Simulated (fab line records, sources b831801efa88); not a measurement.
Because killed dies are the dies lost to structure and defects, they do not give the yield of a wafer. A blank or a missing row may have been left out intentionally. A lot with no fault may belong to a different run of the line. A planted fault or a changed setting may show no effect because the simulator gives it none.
Matching of chambers    flow sky130    cmp-02 running SKY_VIA2_CMP_24: 4 sister chambers
The step polishes, stops on SiO2, t overpolish 20 s, target thk 0 nm. 8 wafers are shown with their chamber, then 7 later ones without.

## WAFERS, EACH WITH ITS CHAMBER
wafer   chamber  motor-current-A (A)  slurry-flow-ml-min
L673.6  3        13.5                 150.3
L680.1  0        8.4                  150.1
L680.3  1        12.2                 149.2
L682.1  3        13.6                 150.5
L682.2  2        10.7                 150.2
L682.5  1        12.2                 149.6
L688.1  2        11.2                 150.7
L688.3  0        8.2                  150.0

## WAFERS WITH NO CHAMBER GIVEN
wafer   motor-current-A (A)  slurry-flow-ml-min
L688.6  12.0                 150.3
L691.3  8.6                  149.8
L691.5  10.9                 150.2
L691.6  12.1                 149.9
L692.2  11.9                 150.7
L692.3  10.8                 149.9
L692.6  13.6                 149.4

## WHICH CHAMBER EACH WENT THROUGH
wafer   from the rows above      in truth
L688.6  can't be placed: 1 or 2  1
L691.3  0                        0
L691.5  2                        2
L691.6  1                        1
L692.2  can't be placed: 2 or 1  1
L692.3  2                        2
L692.6  3                        3
Correctly placed: 5 of 7. Can't be placed from these rows: 2 (the true chamber is among the candidates in 2). 0 placed wrongly.
How it was worked out, from the rows above alone: a wafer's distance from a chamber is the root of the sum, over the readings, of the square of ((its reading less the chamber's mean) divided by the reading's scatter). If the next closest chamber is less than 2 further off than the closest, the wafer can't be placed; otherwise it belongs to the closest. For every chamber, the mean is computed from those of its wafers that are shown. The scatter is the square root of a quotient: the sum, over the shown wafers, of each reading's squared deviation from its chamber's mean, divided by wafers minus chambers.
